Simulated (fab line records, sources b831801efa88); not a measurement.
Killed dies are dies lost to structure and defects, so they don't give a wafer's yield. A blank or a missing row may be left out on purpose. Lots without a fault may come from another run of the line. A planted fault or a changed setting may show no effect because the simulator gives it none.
Problem report in the 8D (eight disciplines) form, filled by code | flow sky130 | the parts of the form that need people (team, actions taken, sign-off) are left out

1. THE PROBLEM
killed_at_other at SKY_PAD_OPEN_PROBE_99 reads a mean of 44.3 on 6 wafers of 2 lots; wafers without a fault read 0.3 with a standard deviation of 0.53. That is +83 standard deviations from the usual mean.
First seen on wafer L885.3, day 48 03:31, on prober-02. The record holds 36 wafers of 12 lots with a number at this step. Rule for "out", or "out of limits": more than 4 standard deviations from the usual mean. The other wafers with a number count as sound.

2. WHAT IT IS AND WHAT IT IS NOT
question                    | is                     | is not
which readings at this step | killed_at_other        | killed_at_M4_up, killed_at_contacts, killed_at_front_end, killed_open, killed_short
which lots                  | L885, L886             | L878, L879, L881, L882, L883, L884, L895, L896, L899, L900
which wafers of those lots  | all that have a number | -
read on which tools         | prober-01, prober-02   | -
when                        | from day 48 03:31      | up to then (18 sound wafers); but 12 sound wafers of L895, L896, L899, L900 came after

3. SUSPECTS, AND WHAT RULES EACH OUT
Counting: a tool at a process step up to the reading stays a suspect if it ran every lot that is out and no sound lot after the first of them.
- wet_bench-02 at SKY_CAP2M_STRIP_15 (strips in post etch residue remover, time 1200 s): ruled out as a lasting fault. Sound lots L900 ran on it after its first lot that is out, L885 (day 43 11:16).
Left after counting: nothing in the record.

4. THE CAUSE (what the simulator had put in)
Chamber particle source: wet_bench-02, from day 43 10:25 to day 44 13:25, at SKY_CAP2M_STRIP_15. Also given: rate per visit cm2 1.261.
Counting ruled it out, wrongly: the rule takes a fault to strike every lot that its tool runs from its start on, and this one did not.

5. THE CHAIN OF EFFECTS, in route order
Each row: a reading whose mean over the struck wafers that have a number lies more than 3 standard deviations from the usual. Only readings for which the record gives a usual standard deviation are gone through. hours: the time from each lot's start at the first step in this table that gives one to its start at this step, as a median over the lots. sigmas: the change in usual standard deviations.
hours | step                  | reading              | usual  | on struck wafers | change | sigmas
0     | SKY_PAD_OPEN_PROBE_99 | defect_limited_yield | 82.4 % | 72.7             | -9.7   | -4.9
0     | SKY_PAD_OPEN_PROBE_99 | killed_at_other      | 0.3    | 44.3             | +44.0  | +83
0     | SKY_PAD_OPEN_PROBE_99 | killed_dies          | 87     | 134              | +47    | +4.9
0     | SKY_PAD_OPEN_PROBE_99 | sort_bin_3_pad_short | 0.9 %  | 3.1              | +2.2   | +5.4
0     | SKY_PAD_OPEN_PROBE_99 | sort_bin_5_function  | 10.4 % | 17.1             | +6.7   | +4.8
0     | SKY_PAD_OPEN_PROBE_99 | sort_n_pass          | 405    | 358              | -47    | -4.9
0     | SKY_PAD_OPEN_PROBE_99 | sort_yield_pct       | 82.4 % | 72.7             | -9.7   | -4.9
The process steps in it:
- SKY_PAD_OPEN_PROBE_99

6. WHAT WOULD HAVE CAUGHT IT SOONER
In this record the first reading out of limits was taken at day 48 03:31, 113 hours after the fault began at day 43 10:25.
